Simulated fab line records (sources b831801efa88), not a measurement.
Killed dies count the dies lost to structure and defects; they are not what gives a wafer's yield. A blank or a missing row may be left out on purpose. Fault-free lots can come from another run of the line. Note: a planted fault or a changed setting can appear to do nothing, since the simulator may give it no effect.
fab line records	flow sfqLine
[record] lots = 6	wafers = 18	lastDay = 91
route steps=325 shown C5@240 M6@251 I6@266 M7@281 M8@325
lots that met no fault: taken from a fault-free run of the same line
startH: hours from the record's opening day to when the first of the lot's shown wafers began	waitH: hours since the lot's step before	" the same as in the row above	L1.1+2: a single row standing in for several wafers	- no value present, or no start provided	* or withheld: withheld	< > ~ a bound
route shown NAME@n: a module of which the file shows steps, and the number in the route of the first	usual: mean/standard deviation taken from wafers without a fault	same: alike in all rows	chamber/n: place in a boat	sites: per-site readings	_std_site: standard deviation of those values	_edge_site: mean of outer sites minus mean of inner sites	radiusMm: for every site, how far away it sits from the centre of the wafer	mask NAME#n: copy n	behind: tool/chamber where the wafer was last shaped	hold: reason for holding the lot/hours on hold/outcome of the hold	device: which transistor (n, p or np) failed to switch	end of line: the same wafers' tests at the end of the route	for a step that has no rows: nothing shown but its recipe	killed: the dies lost at the first sort to structure and to defects; this is not the yield of the wafer	map: the dies of a wafer, with x for killed, . for not killed, _ for no die there
set.NAME: the setting that was run; set.NAME@STEP: the one run at that earlier step	model.NAME: the simulator's own value behind a step, which no gauge read
lots seen at some steps along the route; tables by step, rows by wafer
services: from which hour (startH, from the record's first day; less than 0 if before it) a tool's chamber was out of use, for how many hours, and why
[[steps]]
[step SFQ_TRILAYER_C5_LITHO_COAT_156]
[recipe] resist = BARC	spinRpm = 3000	resistThkNm = 62
[step SFQ_TRILAYER_C5_LITHO_COAT_151]
[recipe] resist = KrF	spinRpm = 3000	resistThkNm = 650
[step SFQ_TRILAYER_C5_LITHO_SOFTBAKE_155]
[recipe] tempC = withheld	timeS = withheld	resist = KrF
[step SFQ_TRILAYER_C5_LITHO_EXPOSE_152]
[recipe] maskId = C5	na = 0.6	sourceShape = conventional	sigmaOuter = 0.65	targetCdNm = 500	doseMj = 21.3
[step SFQ_TRILAYER_C5_LITHO_PEB_154]
[recipe] pebTempC = 115	pebTimeS = 60	resist = KrF
[step SFQ_TRILAYER_C5_LITHO_DEVELOP_153]
[recipe] timeS = 60	resist = KrF
[step SFQ_C5_OVL_MEAS_937]
[usual] C5_OVL = 1/5.9
lot.wafer	tool	chamber	startH	waitH	C5_OVL[nm]
L793.1	overlay-02	-	1595.79	0.1	9
L793.2	"	-	"	"	10
L793.4	"	-	"	"	10
L797.1	overlay-02	-	1616.19	0.1	-6
L797.2	"	-	"	"	-1
L797.5	"	-	"	"	-3
L808.1	overlay-01	-	1702.36	0.1	4
L808.2	"	-	"	"	-2
L808.5	"	-	"	"	-6
L812.1	overlay-01	-	1734.89	0.1	-1
L812.3	"	-	"	"	-1
L812.5	"	-	"	"	3
L813.1	overlay-01	-	1740.89	0.1	-7
L813.5	"	-	"	"	-7
L813.6	"	-	"	"	-7
L814.2	overlay-01	-	1744.49	0.1	0
L814.3	"	-	"	"	-5
L814.4	"	-	"	"	-4
[step SFQ_TRILAYER_C5_BARC_OPEN_VIA_ETCH_210]
[recipe] maskMaterial = PR	chemistry = O2	targetDepthNm = 125	target = BARC	sourceW = 500	biasW = 80	pressureMtorr = 30	timeS = 41.7
[usual] biasW = 80.01/0.23	drypumpMotorCurrentA = 5.9/0.6	oesProductAu = 0.685/0.0047
lot.wafer	tool	chamber	startH	waitH	biasW	drypumpMotorCurrentA	oesProductAu	rfHoursCounterH
L793.1	rieDiel-01	3	1595.82	0.0	79.69	6.2	0.682	17
L793.2	"	1	"	"	80.18	6.0	0.678	12
L793.4	"	0	"	"	79.69	6.0	0.683	18
L797.1	rieDiel-01	1	1616.22	0.0	80.20	6.1	0.685	13
L797.2	"	2	"	"	80.51	6.5	0.686	19
L797.5	"	0	"	"	80.06	6.0	0.689	-
L808.1	rieDiel-02	2	1702.40	0.0	80.07	4.7	0.686	14
L808.2	"	1	"	"	80.07	6.0	0.678	17
L808.5	"	0	"	"	80.40	6.0	0.685	-
L812.1	rieDiel-04	1	1734.92	0.0	79.95	4.7	0.689	15
L812.3	"	0	"	"	79.86	5.7	0.692	10
L812.5	"	1	"	"	80.02	4.7	0.687	-
L813.1	rieDiel-04	3	1740.92	0.0	79.59	6.1	0.692	18
L813.5	"	2	"	"	80.22	6.5	0.690	-
L813.6	"	3	"	"	79.84	6.1	0.685	-
L814.2	rieDiel-01	2	1744.52	0.0	80.13	6.5	0.689	1
L814.3	"	3	"	"	79.80	6.2	0.687	0
L814.4	"	1	"	"	79.92	6.0	0.685	15
[step SFQ_TRILAYER_C5_ETCH_VIA_ETCH_154]
[recipe] target = SiO2	maskMaterial = PR	chemistry = CHF3	targetDepthNm = 84	sourceW = 500	biasW = 80	pressureMtorr = 30	timeS = withheld	stopOn = Nb
[usual] biasW = 80.05/0.24	drypumpMotorCurrentA = 5.9/0.6	oesProductAu = 0.895/0.007
lot.wafer	tool	chamber	startH	waitH	biasW	drypumpMotorCurrentA	oesProductAu
L793.1	rieDiel-01	3	1595.86	0.0	80.52	6.2	0.896
L793.2	"	1	"	"	80.08	6.0	0.886
L793.4	"	0	"	"	80.31	6.0	0.896
L797.1	rieDiel-01	1	1616.26	0.0	80.38	6.0	0.893
L797.2	"	2	"	"	80.19	6.5	0.895
L797.5	"	0	"	"	80.33	5.9	0.907
L808.1	rieDiel-02	2	1702.44	0.0	80.09	4.7	0.890
L808.2	"	1	"	"	79.98	6.0	0.889
L808.5	"	0	"	"	80.38	6.0	0.912
L812.1	rieDiel-04	1	1734.96	0.0	79.78	4.7	0.899
L812.3	"	0	"	"	79.93	5.7	0.894
L812.5	"	1	"	"	80.12	4.7	0.906
L813.1	rieDiel-04	3	1740.96	0.0	80.02	6.1	0.899
L813.5	"	2	"	"	80.18	6.5	0.905
L813.6	"	3	"	"	80.00	6.1	0.893
L814.2	rieDiel-01	2	1744.56	0.0	80.03	6.5	0.897
L814.3	"	3	"	"	79.99	6.2	0.903
L814.4	"	1	"	"	80.44	6.1	0.903
[step SFQ_TRILAYER_C5_STRIP_STRIP_155]
[recipe] gas = O2	powerW = 200	platenTempC = 40	overashFraction = 0.65	chemistry = O2	pressureMtorr = 50
[step SFQ_TRILAYER_C5_STRIP_SOLV_CLEAN_156]
[recipe] chemistry = NMP	tempC = 70	timeS = 600
[step SFQ_TRILAYER_M6_DEP_PRE_CLEAN_158]
[recipe] gas = Ar	timeS = 22.5	biasV = 250
[step SFQ_TRILAYER_M6_DEP_SPUTTER_157]
[recipe] material = Nb	basePressurePa = 1.33e-06	chamberPressurePa = 0.1333	substrateTempC = 20	targetThkNm = 200	powerW = 2000	timeS = 133.3
[usual] throttleValvePct = 30.3/0.94
lot.wafer	tool	chamber	startH	waitH	throttleValvePct	model.Nb_of_TRILAYER_M6_DEP_SPUTTER_157.thkNm
L793.1	pvdSputter-03	-	1596.71	0.0	30.2	199.2
L793.2	"	-	"	"	31.4	198.7
L793.4	"	-	"	"	31.0	200.3
L797.1	pvdSputter-06	-	1617.11	0.0	31.0	199.7
L797.2	"	-	"	"	30.7	201.7
L797.5	"	-	"	"	30.7	201.3
L808.1	pvdSputter-06	-	1703.29	0.0	30.7	203
L808.2	"	-	"	"	30.9	200.1
L808.5	"	-	"	"	30.8	202.1
L812.1	pvdSputter-06	-	1735.82	0.0	30.9	279.9
L812.3	"	-	"	"	30.7	279.8
L812.5	"	-	"	"	29.9	280.9
L813.1	pvdSputter-06	-	1741.82	0.0	30.8	279
L813.5	"	-	"	"	30.8	278.7
L813.6	"	-	"	"	30.8	280.3
L814.2	pvdSputter-04	-	1745.42	0.0	29.4	197.7
L814.3	"	-	"	"	28.0	197
L814.4	"	-	"	"	30.8	198.7
[step SFQ_M6_RS_MEAS_938]
[recipe] thkMeasGauge = four-point-probe	reads = Nb_of_TRILAYER_M6_DEP_SPUTTER_157
[usual] M6_NB_RS = 0.892/0.0073
lot.wafer	tool	chamber	startH	waitH	M6_NB_RS[ohm/sq]
L793.1	filmMetro-04	-	1596.81	0.0	0.893
L793.2	"	-	"	"	0.894
L793.4	"	-	"	"	0.888
L797.1	filmMetro-02	-	1617.21	0.0	0.891
L797.2	"	-	"	"	0.880
L797.5	"	-	"	"	0.884
L808.1	filmMetro-01	-	1703.38	0.0	0.874
L808.2	"	-	"	"	0.889
L808.5	"	-	"	"	0.880
L812.1	filmMetro-04	-	1735.91	0.0	0.634
L812.3	"	-	"	"	0.633
L812.5	"	-	"	"	0.633
L813.1	filmMetro-02	-	1741.91	0.0	0.634
L813.5	"	-	"	"	0.636
L813.6	"	-	"	"	0.632
L814.2	filmMetro-01	-	1745.53	0.1	0.899
L814.3	"	-	"	"	0.904
L814.4	"	-	"	"	0.898
[step SFQ_TRILAYER_M6_LITHO_COAT_164]
[recipe] resist = BARC	spinRpm = 2939	resistThkNm = 62
[step SFQ_TRILAYER_M6_LITHO_COAT_159]
[recipe] resist = KrF	spinRpm = 3000	resistThkNm = 600
[step SFQ_TRILAYER_M6_LITHO_SOFTBAKE_163]
[recipe] tempC = withheld	timeS = withheld	resist = KrF
[step SFQ_TRILAYER_M6_LITHO_EXPOSE_160]
[recipe] maskId = M6	na = 0.6	sourceShape = conventional	sigmaOuter = 0.65	targetCdNm = 500	doseMj = 14.4
[step SFQ_TRILAYER_M6_LITHO_PEB_162]
[recipe] pebTempC = 115	pebTimeS = 60	resist = KrF
[step SFQ_TRILAYER_M6_LITHO_DEVELOP_161]
[recipe] timeS = 60	resist = KrF
[step SFQ_M6_OVL_MEAS_940]
[usual] M6_OVL = 1/5.6
lot.wafer	tool	chamber	startH	waitH	M6_OVL[nm]
L793.1	overlay-01	-	1712.04	0.1	-4
L793.2	"	-	"	"	-8
L793.4	"	-	"	"	-3
L797.1	overlay-01	-	1728.76	0.1	3
L797.2	"	-	"	"	3
L797.5	"	-	"	"	0
L808.1	overlay-02	-	1813.26	0.1	5
L808.2	"	-	"	"	1
L808.5	"	-	"	"	-4
L812.1	overlay-02	-	1844.46	0.1	7
L812.3	"	-	"	"	10
L812.5	"	-	"	"	9
L813.1	overlay-01	-	1850.99	0.1	15
L813.5	"	-	"	"	17
L813.6	"	-	"	"	7
L814.2	overlay-02	-	1853.40	0.1	1
L814.3	"	-	"	"	-8
L814.4	"	-	"	"	-9
[step SFQ_TRILAYER_M6_BARC_OPEN_METAL_ETCH_206]
[recipe] maskMaterial = PR	chemistry = O2	targetDepthNm = 125	target = BARC	icpW = 600	biasW = 80	pressureMtorr = 10	timeS = 41.7
[step SFQ_TRILAYER_M6_ETCH_METAL_ETCH_162]
[recipe] target = Nb	stopOn = SiO2	maskMaterial = PR	chemistry = Cl2/Ar	targetDepthNm = 240	icpW = 600	biasW = 80	pressureMtorr = 10	timeS = 120
[usual] biasW = 80.04/0.23	drypumpMotorCurrentA = 5.6/0.49	oesProductAu = 0.893/0.0062
lot.wafer	tool	chamber	startH	waitH	biasW	drypumpMotorCurrentA	oesProductAu	rfHoursCounterH
L793.1	rieMetal-02	0	1712.13	0.0	80.18	6.3	0.898	134
L793.2	"	1	"	"	80.21	5.1	0.892	80
L793.4	"	0	"	"	79.91	6.3	0.894	-
L797.1	rieMetal-03	0	1728.86	0.0	80.29	5.5	0.891	74
L797.2	"	1	"	"	79.70	5.3	0.903	46
L797.5	"	0	"	"	80.07	5.5	0.892	-
L808.1	rieMetal-03	0	1813.36	0.0	80.08	5.5	0.903	85
L808.2	"	1	"	"	79.72	5.2	0.887	54
L808.5	"	1	"	"	79.96	5.2	0.901	-
L812.1	rieMetal-03	0	1844.56	0.0	80.14	5.5	1.003	91
L812.3	"	1	"	"	79.73	5.2	0.979	-
L812.5	"	0	"	"	80.38	5.5	1.005	-
L813.1	rieMetal-02	0	1851.09	0.0	80.04	6.3	1.015	10
L813.5	"	1	"	"	80.03	5.0	0.999	-
L813.6	"	0	"	"	80.21	6.3	1.008	-
L814.2	rieMetal-02	1	1853.49	0.0	80.33	5.1	0.882	98
L814.3	"	1	"	"	79.96	5.1	0.886	-
L814.4	"	0	"	"	79.60	6.3	0.891	-
[step SFQ_TRILAYER_M6_STRIP_STRIP_163]
[recipe] gas = O2	powerW = 200	platenTempC = 40	overashFraction = 0.65	chemistry = O2	pressureMtorr = 47.72
[step SFQ_TRILAYER_M6_STRIP_SOLV_CLEAN_164]
[recipe] chemistry = NMP	tempC = 70	timeS = 600
[step SFQ_TRILAYER_I6_DEP_PECVD_165]
[recipe] material = SiO2	tempC = 150	timeS = 111.11	pressureTorr = 2.4	rfW = 183.3	precursor = SiH4/N2O	targetThkNm = 500
[usual] heaterPowerW = 84/10	showerheadVppV = 837/31	throttleValvePct = 25.4/1.1
lot.wafer	tool	chamber	startH	waitH	heaterPowerW	showerheadVppV	throttleValvePct
L793.1	pecvd-02	1	1713.05	0.0	98	852	25.8
L793.2	"	2	"	"	80	850	24.1
L793.4	"	1	"	"	101	851	25.7
L797.1	pecvd-02	0	1729.76	0.0	77	791	23.9
L797.2	"	1	"	"	95	864	25.6
L797.5	"	2	"	"	68	829	24.4
L808.1	pecvd-01	2	1814.26	0.0	77	794	24.7
L808.2	"	0	"	"	90	825	24.9
L808.5	"	0	"	"	92	833	24.9
L812.1	pecvd-01	1	1845.46	0.0	90	869	25.2
L812.3	"	0	"	"	104	835	25.3
L812.5	"	0	"	"	85	818	25.3
L813.1	pecvd-04	0	1851.99	0.0	72	832	26.9
L813.5	"	0	"	"	57	830	26.9
L813.6	"	1	"	"	83	852	27.6
L814.2	pecvd-02	0	1854.39	0.0	87	780	24.3
L814.3	"	2	"	"	74	841	24.6
L814.4	"	2	"	"	78	838	24.7
[step SFQ_TRILAYER_I6_CMP_CMP_166]
[recipe] material = SiO2	downForcePsi = 3	platenRpm = 60	padVelocityMS = 0.94248
[step SFQ_I6_BOW_MEAS_941]
[recipe] mode = bow
[usual] I6_BOW = 4/10
lot.wafer	tool	chamber	startH	waitH	I6_BOW[um]
L793.1	filmMetro-03	-	1716.13	2.5	22
L793.2	"	-	"	"	9
L793.4	"	-	"	"	21
L797.1	filmMetro-02	-	1732.84	2.0	-8
L797.2	"	-	"	"	6
L797.5	"	-	"	"	-3
L808.1	filmMetro-01	-	1823.27	2.5	-6
L808.2	"	-	"	"	20
L808.5	"	-	"	"	4
L812.1	filmMetro-02	-	1850.27	2.0	5
L812.3	"	-	"	"	12
L812.5	"	-	"	"	7
L813.1	filmMetro-03	-	1855.07	2.5	-4
L813.5	"	-	"	"	-4
L813.6	"	-	"	"	2
L814.2	filmMetro-03	-	1858.09	1.5	15
L814.3	"	-	"	"	12
L814.4	"	-	"	"	17
[step SFQ_TRILAYER_I6_METRO_MEASURE_167]
[usual] thkNm = 200.8/1.2
lot.wafer	tool	chamber	startH	waitH	thkNm
L793.1	filmMetro-03	-	1716.25	0.1	200.9
L793.2	"	-	"	"	201.9
L793.4	"	-	"	"	200.9
L797.1	filmMetro-02	-	1732.96	0.1	198.8
L797.2	"	-	"	"	199.7
L797.5	"	-	"	"	200.5
L808.1	filmMetro-01	-	1823.39	0.1	201.3
L808.2	"	-	"	"	201.2
L808.5	"	-	"	"	201.3
L812.1	filmMetro-02	-	1850.39	0.1	199.8
L812.3	"	-	"	"	200.0
L812.5	"	-	"	"	201.7
L813.1	filmMetro-03	-	1855.19	0.1	200.3
L813.5	"	-	"	"	201.0
L813.6	"	-	"	"	200.0
L814.2	filmMetro-03	-	1858.39	0.3	200.1
L814.3	"	-	"	"	199.5
L814.4	"	-	"	"	201.8
[step SFQ_TRILAYER_I6_VIA_LITHO_COAT_174]
[recipe] resist = BARC	spinRpm = 3000	resistThkNm = 62
[step SFQ_TRILAYER_I6_VIA_LITHO_COAT_169]
[recipe] resist = KrF	spinRpm = 3000	resistThkNm = 650
[step SFQ_TRILAYER_I6_VIA_LITHO_SOFTBAKE_173]
[recipe] tempC = withheld	timeS = withheld	resist = KrF
[step SFQ_TRILAYER_I6_VIA_LITHO_EXPOSE_170]
[recipe] maskId = I6	na = 0.6	sourceShape = conventional	sigmaOuter = 0.65	targetCdNm = 700	doseMj = 21.3
[step SFQ_TRILAYER_I6_VIA_LITHO_PEB_172]
[recipe] pebTempC = 115	pebTimeS = 60	resist = KrF
[step SFQ_TRILAYER_I6_VIA_LITHO_DEVELOP_171]
[recipe] timeS = 60	resist = KrF
[step SFQ_I6_OVL_MEAS_942]
[usual] I6_OVL = 2/5.6
lot.wafer	tool	chamber	startH	waitH	I6_OVL[nm]
L793.1	overlay-01	-	1825.26	0.1	5
L793.2	"	-	"	"	6
L793.4	"	-	"	"	10
L797.1	overlay-02	-	1840.86	0.1	-3
L797.2	"	-	"	"	5
L797.5	"	-	"	"	-2
L808.1	overlay-02	-	1910.13	0.1	11
L808.2	"	-	"	"	-7
L808.5	"	-	"	"	9
L812.1	overlay-02	-	1937.85	0.1	3
L812.3	"	-	"	"	-1
L812.5	"	-	"	"	1
L813.1	overlay-01	-	1942.65	0.1	5
L813.5	"	-	"	"	8
L813.6	"	-	"	"	11
L814.2	overlay-02	-	1947.46	0.1	-2
L814.3	"	-	"	"	0
L814.4	"	-	"	"	-6
[step SFQ_TRILAYER_I6_VIA_BARC_OPEN_VIA_ETCH_235]
[recipe] maskMaterial = PR	chemistry = O2	targetDepthNm = 125	target = BARC	sourceW = 500	biasW = 80	pressureMtorr = 30	timeS = 41.7
[usual] biasW = 79.96/0.24	drypumpMotorCurrentA = 5.8/0.51	oesProductAu = 0.686/0.0052
lot.wafer	tool	chamber	startH	waitH	biasW	drypumpMotorCurrentA	oesProductAu	rfHoursCounterH
L793.1	rieDiel-04	2	1825.30	0.0	80.07	6.5	0.685	4
L793.2	"	3	"	"	79.69	6.1	0.688	18
L793.4	"	1	"	"	79.72	4.7	0.685	16
L797.1	rieDiel-01	2	1840.90	0.0	80.72	6.5	0.684	2
L797.2	"	0	"	"	79.94	6.0	0.686	2
L797.5	"	2	"	"	80.45	6.4	0.677	-
L808.1	rieDiel-03	1	1910.17	0.0	79.85	4.9	0.683	5
L808.2	"	0	"	"	79.87	5.8	0.687	14
L808.5	"	3	"	"	80.11	5.9	0.679	-
L812.1	rieDiel-03	0	1937.89	0.0	79.81	5.8	0.685	14
L812.3	"	2	"	"	79.86	5.7	0.679	18
L812.5	"	0	"	"	79.43	5.8	0.694	-
L813.1	rieDiel-01	0	1942.69	0.0	80.17	6.0	0.683	3
L813.5	"	3	"	"	80.04	6.2	0.691	-
L813.6	"	2	"	"	80.21	6.5	0.686	-
L814.2	rieDiel-03	3	1947.49	0.0	79.98	5.8	0.679	17
L814.3	"	2	"	"	80.19	5.6	0.682	18
L814.4	"	0	"	"	79.84	5.7	0.685	14
[step SFQ_TRILAYER_I6_VIA_ETCH_VIA_ETCH_172]
[recipe] target = SiO2	stopOn = Nb	maskMaterial = PR	taperDeg = 20	chemistry = CHF3	targetDepthNm = 260	sourceW = 500	biasW = 80	pressureMtorr = 30	timeS = withheld
[step SFQ_TRILAYER_I6_VIA_STRIP_STRIP_173]
[recipe] gas = O2	powerW = 200	platenTempC = 40	overashFraction = 0.65	chemistry = O2	pressureMtorr = 50
[step SFQ_TRILAYER_I6_VIA_STRIP_SOLV_CLEAN_174]
[recipe] chemistry = NMP	tempC = 70	timeS = 600
[step SFQ_TRILAYER_M7_DEP_PRE_CLEAN_176]
[recipe] gas = Ar	timeS = 22.5	biasV = 250
[step SFQ_M8_BOW_MEAS_951]
[recipe] mode = bow
[usual] M8_BOW = 6/11
lot.wafer	tool	chamber	startH	waitH	M8_BOW[um]	model.etest.m6.combLog10Ohm	model.etest.m6.ohmSq
L793.1	filmMetro-02	-	1931.95	0.0	19	12	0.8938
L793.2	"	-	"	"	8	12	0.8959
L793.4	"	-	"	"	19	12	0.8887
L797.1	filmMetro-01	-	1943.91	0.0	-8	12	0.8916
L797.2	"	-	"	"	7	12	0.8825
L797.5	"	-	"	"	-2	12	0.8842
L808.1	filmMetro-02	-	2076.34	0.0	-6	12	0.8769
L808.2	"	-	"	"	23	12	0.8897
L808.5	"	-	"	"	4	12	0.8809
L812.1	filmMetro-04	-	2176.93	0.0	3	0	0.636
L812.3	"	-	"	"	10	0	0.6363
L812.5	"	-	"	"	5	0	0.6338
L813.1	filmMetro-04	-	2181.79	0.0	-5	0	0.6381
L813.5	"	-	"	"	-5	0	0.6387
L813.6	"	-	"	"	2	0	0.635
L814.2	filmMetro-01	-	2184.17	0.0	17	12	0.9003
L814.3	"	-	"	"	14	12	0.9037
L814.4	"	-	"	"	19	12	0.896
[[services]]
tool	chamber	startH	hours	kind
rieMetal-02	0	1571.95	20.8	repair
rieMetal-02	-	1574.88	2.8	pm
rieDiel-03	3	1581.96	6.0	repair
pvdSputter-06	-	1594.94	3.3	repair
rieDiel-03	0	1637.66	4.5	repair
rieDiel-03	3	1648.40	6.2	repair
rieDiel-03	2	1663.49	7.3	repair
filmMetro-03	-	1668.66	1.5	pm
rieDiel-03	1	1669.02	4.1	repair
rieDiel-03	3	1672.86	4.2	repair
pecvd-02	-	1673.71	0.8	repair
filmMetro-03	-	1687.20	1.1	pm
pvdSputter-06	-	1696.79	4.0	repair
rieDiel-04	3	1726.53	6.4	repair
rieDiel-01	0	1766.95	3.3	repair
pvdSputter-06	-	1780.06	6.2	repair
pvdSputter-06	-	1784.72	1.1	repair
rieDiel-01	-	1798.77	0.6	repair
pvdSputter-06	-	1826.95	1.1	repair
rieDiel-01	-	1845.08	0.4	repair
rieDiel-04	0	1854.40	3.5	repair
rieDiel-04	2	1859.38	12.6	repair
pvdSputter-06	-	1889.57	0.9	repair
rieDiel-04	3	1890.71	2.1	repair
[[key]]
[firstSign] step = SFQ_M6_RS_MEAS_938	reading = M6_NB_RS	direction = down	sigmas = 35	usual = 0.892	struck = 0.634
[effect] step = SFQ_TRILAYER_M6_ETCH_METAL_ETCH_162	reading = oesProductAu	direction = up	sigmas = 18	usual = 0.893	struck = 1.002
[modelEffect] step = SFQ_TRILAYER_M6_DEP_SPUTTER_157	value = Nb_of_TRILAYER_M6_DEP_SPUTTER_157.thkNm	without = 199.9	struck = 279.8
[modelEffect] step = SFQ_M8_BOW_MEAS_951	value = etest.m6.combLog10Ohm	without = 12	struck = 0
metAt SFQ_TRILAYER_M6_DEP_SPUTTER_157
struckWafers L812.1,L812.3,L812.5,L813.1,L813.5,L813.6
onsetBetween 1703.29 1735.82
alsoFits SFQ_TRILAYER_C5_BARC_OPEN_VIA_ETCH_210:rieDiel-04,SFQ_TRILAYER_C5_ETCH_VIA_ETCH_154:rieDiel-04
[fault] kind = processParameterDrift	tool = pvdSputter-06	chamber = -	onsetH = 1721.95	steps = SFQ_TRILAYER_M6_DEP_SPUTTER_157	channel = targetThkNm	offset = 79.833	shape = step	endH = 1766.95	actsIn = theseRecipesOnly	stated = 200
